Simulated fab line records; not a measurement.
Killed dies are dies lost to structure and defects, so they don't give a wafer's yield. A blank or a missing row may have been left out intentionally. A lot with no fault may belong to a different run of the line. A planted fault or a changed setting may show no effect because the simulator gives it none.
Which tool was responsible? + flow sky130 + 14 lots, 42 wafers sampled, at 1 step of a route of 708

## WHAT EACH GAUGE READ, for each wafer
SKY_VIA2_OVL_MEAS_13. Usual: VIA2_OVL typically reads -1 nm, with standard deviation 4.9.
| lot  | measured     | on         | VIA2_OVL (nm) | flag |
|------|--------------|------------|---------------|------|
| L655 | day 36 11:06 | overlay-01 | -6 -7 -3      |      |
| L656 | day 37 13:55 | overlay-01 | -4 3 7        |      |
| L659 | day 37 19:01 | overlay-01 | -3 -6 -7      |      |
| L658 | day 37 19:52 | overlay-01 | 2 -1 3        |      |
| L660 | day 38 02:23 | overlay-02 | 2 -1 11       |      |
| L667 | day 40 09:31 | overlay-01 | 5 -1 1        |      |
| L668 | day 40 12:16 | overlay-02 | 5 2 3         |      |
| L670 | day 41 11:28 | overlay-02 | 5 -1 1        |      |
| L671 | day 41 13:22 | overlay-02 | -4 -4 -5      |      |
| L672 | day 41 14:37 | overlay-01 | 6 8 5         |      |
| L673 | day 42 00:32 | overlay-01 | 0 -14 -3      |      |
| L675 | day 42 08:31 | overlay-01 | 3 -1 1        |      |
| L677 | day 44 02:17 | overlay-01 | -4 4 3        |      |
| L678 | day 44 04:04 | overlay-02 | -7 -8 -13     |      |

## EACH LOT AND THE TOOL THAT RAN IT (in order: tool; ch and the chambers of the sampled wafers; start)
No process step before these readings appears in the record.

## AS READ BY THE TOOLS THEMSELVES (means over the sampled wafers that have a number; for cases with no such wafer, the mark the record gives instead)
The record holds no such reading with a usual standard deviation.

## THE ANSWER, worked out from the rows above alone
Rule: take the mean of a lot's wafers that have a number; if it is more than 3 standard deviations from the usual mean, the lot is off. Also off: a lot with no number at a reading for which 4 or more lots have one. The other lots that the step has rows for count as sound. After the gauges, taken in route order, come the tools' own readings; for these a lot's mean is taken, as printed above. The first step at which some lot is off is used, and at that step the reading that is off furthest; a lot without a number counts as furthest.
Nothing can be told from this: no lot is off at any reading shown.

## WHAT WAS PUT IN BY THE SIMULATOR
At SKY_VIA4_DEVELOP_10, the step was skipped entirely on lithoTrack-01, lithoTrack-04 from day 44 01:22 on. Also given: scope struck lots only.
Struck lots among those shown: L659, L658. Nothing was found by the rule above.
